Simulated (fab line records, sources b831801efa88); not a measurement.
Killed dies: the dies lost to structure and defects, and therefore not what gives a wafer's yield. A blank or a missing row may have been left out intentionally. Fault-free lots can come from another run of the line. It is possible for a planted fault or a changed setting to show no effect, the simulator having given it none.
Which tool was responsible? || flow sky130 || 6 lots, 18 wafers sampled, at 3 steps of a route of 708

== WHAT THE GAUGES READ, wafer by wafer ==
SKY_LDD_HVP_OVL_MEAS_07.
{"lot": "L439", "measured": "day 21 12:38", "on": "overlay-02", "LDD_HVP_OVL (nm)": "-0.7 -1.0 -0.8"}
{"lot": "L443", "measured": "day 23 15:10", "on": "overlay-02", "LDD_HVP_OVL (nm)": "0.8 -0.5 -1.0"}
{"lot": "L448", "measured": "day 25 06:20", "on": "overlay-01", "LDD_HVP_OVL (nm)": "0.1 0.4 0.9"}
{"lot": "L455", "measured": "day 28 23:20", "on": "overlay-02", "LDD_HVP_OVL (nm)": "-1.5 0.1 -1.3"}
{"lot": "L457", "measured": "day 29 00:34", "on": "overlay-02", "LDD_HVP_OVL (nm)": "-1.6 -2.6 -1.3"}
{"lot": "L460", "measured": "day 29 14:04", "on": "overlay-02", "LDD_HVP_OVL (nm)": "-3.5 -0.6 -2.8"}

== WHAT TOOL EACH LOT RAN ON (gives the tool, then ch and the chambers of the sampled wafers, and finally the start) ==
{"lot": "L439", "SKY_VT_ADJUST_LVTN_STRIP_09": "plasma_asher-02 ch 0,1, day 6 22:52", "SKY_VT_ADJUST_NCORE_STRIP_10": "plasma_asher-02 ch 0,1, day 8 14:17"}
{"lot": "L443", "SKY_VT_ADJUST_LVTN_STRIP_09": "plasma_asher-01 ch 0,1, day 8 06:46", "SKY_VT_ADJUST_NCORE_STRIP_10": "plasma_asher-01 ch 0,1, day 10 01:25"}
{"lot": "L448", "SKY_VT_ADJUST_LVTN_STRIP_09": "plasma_asher-04 ch 0,1, day 9 11:49", "SKY_VT_ADJUST_NCORE_STRIP_10": "plasma_asher-01 ch 0,1, day 11 10:08"}
{"lot": "L455", "SKY_VT_ADJUST_LVTN_STRIP_09": "plasma_asher-04 ch 0, day 12 06:07", "SKY_VT_ADJUST_NCORE_STRIP_10": "plasma_asher-02 ch 0,1, day 14 08:38"}
{"lot": "L457", "SKY_VT_ADJUST_LVTN_STRIP_09": "plasma_asher-02 ch 0,1, day 12 14:07", "SKY_VT_ADJUST_NCORE_STRIP_10": "plasma_asher-01 ch 0, day 14 17:43"}
{"lot": "L460", "SKY_VT_ADJUST_LVTN_STRIP_09": "plasma_asher-01 ch 0,1, day 13 07:43", "SKY_VT_ADJUST_NCORE_STRIP_10": "plasma_asher-03 ch 0,1, day 15 11:35"}
- SKY_VT_ADJUST_LVTN_STRIP_09: strips in O2/N2.
- SKY_VT_ADJUST_NCORE_STRIP_10: strips in O2/N2.

== THE ANSWER, worked out from the rows above alone ==
Rule: the lots themselves supply what counts as usual. The widest of any qualifying gaps counts: lots, ordered by their means at a reading, are off when they make up no more than a third of the lots, leave a main group of 4 or more, and stand apart from it by 3 or more times the standard deviation of that group's means. Not used: any main group whose means are identical at the precision the tables above print for the reading. Also off: a lot with no number at a reading for which 4 or more lots have one. Any other lot the step has rows for is counted as sound.
None of the lots is off at any reading shown; this tells nothing.

== WHAT THE SIMULATOR HAD INSERTED ==
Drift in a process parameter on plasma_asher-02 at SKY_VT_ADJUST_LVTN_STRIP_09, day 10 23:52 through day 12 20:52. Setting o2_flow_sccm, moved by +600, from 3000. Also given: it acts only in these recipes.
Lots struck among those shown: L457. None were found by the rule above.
